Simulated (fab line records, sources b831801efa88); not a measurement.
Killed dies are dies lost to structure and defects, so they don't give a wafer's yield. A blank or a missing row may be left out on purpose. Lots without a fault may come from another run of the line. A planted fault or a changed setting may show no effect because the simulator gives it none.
One fault seen from 2 desks + flow sky130 + every desk sees just its own numbers, and what lay behind them comes last

DESK OF THE TOOL OWNER: krf-scanner-01
The tool's own readings at SKY_METAL3_EXPOSE_10 (exposes mask MM3, target cd 300 nm): means of the sampled wafers that have a number, for each lot that ran on this tool. If a lot's mean is further than 4 standard deviations from the usual mean, the lot is out of limits and carries the mark OUT (the distance appears in the brackets).
Columns: A = exposure-dose-mJ-cm2 at SKY_METAL3_EXPOSE_10, usual 27.950; B = stage-vel-mm-s at SKY_METAL3_EXPOSE_10, usual 500.03 mm/s
| lot  | first seen here | A                        | B      |
|------|-----------------|--------------------------|--------|
| L426 | day 38 02:20    | 27.932                   | 500.32 |
| L428 | day 39 01:42    | 27.964                   | 500.05 |
| L429 | day 39 16:49    | 27.947                   | 500.14 |
| L435 | day 41 11:46    | 18.844 (-99 or more) OUT | 499.87 |
| L436 | day 41 21:23    | 18.892 (-99 or more) OUT | 499.93 |
This desk finds L435, L436 out of limits, L435 being first, at day 41 11:46 (exposure-dose-mJ-cm2 at SKY_METAL3_EXPOSE_10). Within limits: L426, L428, L429.

METROLOGY DESK
Means of the sampled wafers that have a number, per lot and without regard to the tool the lot ran on: this is what the gauges read. If a lot's mean is further than 4 standard deviations from the usual mean, the lot is out of limits and carries the mark OUT (the distance appears in the brackets).
Columns: A = CAPM_CVD_00_THK at SKY_CAPM_THK_MEAS_01, usual 15.53 nm; B = cd-nm at SKY_METAL3_CD_MEAS_13, usual 300.5 nm; C = METAL3_OVL at SKY_METAL3_OVL_MEAS_14, usual 1 nm
| lot  | first seen here | A     | B               | C  |
|------|-----------------|-------|-----------------|----|
| L426 | day 36 10:38    | 15.60 | 300.0           | -1 |
| L427 | day 37 07:06    | 15.53 | 298.4           | 3  |
| L428 | day 37 10:47    | 15.81 | 300.2           | -2 |
| L429 | day 38 02:02    | 15.52 | 299.6           | 3  |
| L431 | day 38 05:03    | 15.61 | 299.6           | 9  |
| L430 | day 38 09:28    | 15.50 | 300.7           | 7  |
| L434 | day 39 07:19    | 15.45 | 302.1           | 3  |
| L435 | day 39 21:28    | 15.49 | 370.8 (+47) OUT | -1 |
| L436 | day 40 08:02    | 15.54 | 372.0 (+48) OUT | -2 |
| L440 | day 41 16:22    | 15.68 | 301.5           | 2  |
| L441 | day 42 04:01    | 15.25 | 298.0           | 3  |
| L444 | day 43 02:50    | 15.68 | 301.7           | -2 |
| L448 | day 43 14:46    | 15.43 | 301.9           | -6 |
| L447 | day 43 17:29    | 15.68 | 300.3           | 9  |
This desk finds L435, L436 out of limits, L435 being first, at day 41 23:31 (cd-nm at SKY_METAL3_CD_MEAS_13). Within limits: L426, L427, L428, L429, L431, L430, L434, L440, L441, L444, L448, L447.

TAKEN TOGETHER
An alarm could have come from the tool owner's desk at day 41 11:46, on L435, L436.
At day 41 23:31 the metrology desk could have sounded an alarm, on L435, L436.
The lots listed all ran SKY_METAL3_EXPOSE_10 on krf-scanner-01.

WHAT HAD BEEN PUT IN BY THE SIMULATOR
Process parameters drifting: krf-scanner-01 at SKY_METAL3_EXPOSE_10, beginning at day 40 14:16. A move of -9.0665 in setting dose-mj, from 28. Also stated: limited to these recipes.
Shown lots that were struck: L435, L436.
Hours from the fault's start to each desk's first reading out of limits: the tool owner's desk, 22; the metrology desk, 33.
